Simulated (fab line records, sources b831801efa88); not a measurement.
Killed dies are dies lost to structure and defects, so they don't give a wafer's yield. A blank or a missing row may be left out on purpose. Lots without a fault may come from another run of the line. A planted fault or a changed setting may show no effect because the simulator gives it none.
Tool commonality check | flow sky130 | 12 lots, 36 wafers sampled

WHY IT WAS OPENED
At SKY_POLY_GATE_CD_MEAS_13 the reading cd_nm is flagged on 1 of 12 lots. Wafers without a fault read 149.8 nm, standard deviation 1.3.
Rule: a lot is flagged when every wafer of it that has a number lies more than 4 standard deviations from that mean, or none has a number. The other lots count as sound.

lot  | measured     | on        | cd_nm (nm), wafer by wafer | flag
L974 | day 15 16:59 | cd_sem-02 | 149.2 149.0 151.5          |
L975 | day 16 12:14 | cd_sem-01 | 151.5 152.1 152.0          |
L976 | day 16 20:55 | cd_sem-01 | 147.8 147.8 149.2          |
L978 | day 17 20:47 | cd_sem-01 | 148.7 149.8 149.6          |
L979 | day 17 23:31 | cd_sem-02 | 150.0 149.3 148.5          |
L980 | day 18 09:19 | cd_sem-01 | 149.7 151.0 150.4          |
L981 | day 18 20:04 | cd_sem-02 | 149.2 147.5 148.4          |
L982 | day 19 04:28 | cd_sem-02 | 149.2 149.3 147.9          |
L983 | day 19 16:07 | cd_sem-02 | 152.1 149.8 149.1          |
L984 | day 19 23:56 | cd_sem-01 | 147.5 146.6 147.2          |
L985 | day 20 11:28 | cd_sem-02 | 150.1 150.3 150.6          |
L991 | day 22 11:46 | cd_sem-01 | 162.4 162.6 162.2          | FLAGGED
The numbers of the flagged lots are 162.4 nm on average: +12.6 nm against the usual, or +10 standard deviations.

WHICH TOOL RAN EACH LOT
The record holds 2 process steps before the reading, out of a route of 708 steps. In each cell: the tool, then ch and the chambers that the sampled wafers went through, then the start.
lot  | flag    | SKY_FIELD_ISO_ETCH_14             | SKY_POLY_GATE_EXPOSE_10
L974 |         | rie_diel-04 ch 0,2,3, day 2 03:17 | krf_scanner-02 ch 0, day 15 03:26
L975 |         | rie_diel-02 ch 1,2,3, day 2 10:41 | krf_scanner-01 ch 0, day 15 22:14
L976 |         | rie_diel-01 ch 1,2,3, day 2 14:23 | krf_scanner-02 ch 0, day 16 06:53
L978 |         | rie_diel-04 ch 2,3, day 3 01:08   | krf_scanner-01 ch 0, day 17 06:04
L979 |         | rie_diel-02 ch 1,2,3, day 3 06:08 | krf_scanner-02 ch 0, day 17 08:18
L980 |         | rie_diel-01 ch 0,1,2, day 3 10:14 | krf_scanner-02 ch 0, day 17 18:10
L981 |         | rie_diel-01 ch 0,1,3, day 3 16:23 | krf_scanner-02 ch 0, day 18 05:04
L982 |         | rie_diel-01 ch 0,1,2, day 3 22:53 | krf_scanner-02 ch 0, day 18 13:16
L983 |         | rie_diel-04 ch 2,3, day 4 03:56   | krf_scanner-02 ch 0, day 19 00:37
L984 |         | rie_diel-04 ch 0,2,3, day 4 07:38 | krf_scanner-01 ch 0, day 19 08:58
L985 |         | rie_diel-01 ch 0,2,3, day 4 14:14 | krf_scanner-02 ch 0, day 19 20:45
L991 | FLAGGED | rie_diel-02 ch 0,3, day 5 21:38   | krf_scanner-01 ch 0, day 21 20:54
What these steps do:
- SKY_FIELD_ISO_ETCH_14: etches BARC in N2/H2, stops on SiO2, time 45.9 s, target depth 60 nm.
- SKY_POLY_GATE_EXPOSE_10: exposes mask P1M, target cd 150 nm.
- SKY_POLY_GATE_CD_MEAS_13: target cd 150 nm.

FLAGGED OVER TOTAL, TOOL BY TOOL (the gauges that took the reading come last)
step                     | tool           | lots run | flagged | share of the flagged lots | sound lots run after its first flagged lot
SKY_FIELD_ISO_ETCH_14    | rie_diel-01    | 5        | 0       | none                      | -
SKY_FIELD_ISO_ETCH_14    | rie_diel-02    | 3        | 1       | all                       | 0
SKY_FIELD_ISO_ETCH_14    | rie_diel-04    | 4        | 0       | none                      | -
SKY_POLY_GATE_EXPOSE_10  | krf_scanner-01 | 4        | 1       | all                       | 0
SKY_POLY_GATE_EXPOSE_10  | krf_scanner-02 | 8        | 0       | none                      | -
SKY_POLY_GATE_CD_MEAS_13 | cd_sem-01      | 6        | 1       | all                       | 0
SKY_POLY_GATE_CD_MEAS_13 | cd_sem-02      | 6        | 0       | none                      | -

WHAT THE TABLE ALLOWS
3 rows of the table ran every flagged lot: rie_diel-02 at SKY_FIELD_ISO_ETCH_14, krf_scanner-01 at SKY_POLY_GATE_EXPOSE_10, cd_sem-01 at SKY_POLY_GATE_CD_MEAS_13.
- rie_diel-02 at SKY_FIELD_ISO_ETCH_14: 1 of its 3 lots flagged. Its last sound lot is L979 (day 3 06:08), its first flagged lot L991 (day 5 21:38): a fault that began between those two fits.
- krf_scanner-01 at SKY_POLY_GATE_EXPOSE_10: 1 of its 4 lots flagged. Its last sound lot is L984 (day 19 08:58), its first flagged lot L991 (day 21 20:54): a fault that began between those two fits.
- cd_sem-01 at SKY_POLY_GATE_CD_MEAS_13: 1 of its 6 lots flagged. Its last sound lot is L984 (day 19 23:56), its first flagged lot L991 (day 22 11:46): a fault that began between those two fits.
Counting lots can't tell these 3 tools apart, because each fits a fault that began at some hour. More lots, or a look at what each step does to the wafer, might.

WHAT THE SIMULATOR HAD PUT IN
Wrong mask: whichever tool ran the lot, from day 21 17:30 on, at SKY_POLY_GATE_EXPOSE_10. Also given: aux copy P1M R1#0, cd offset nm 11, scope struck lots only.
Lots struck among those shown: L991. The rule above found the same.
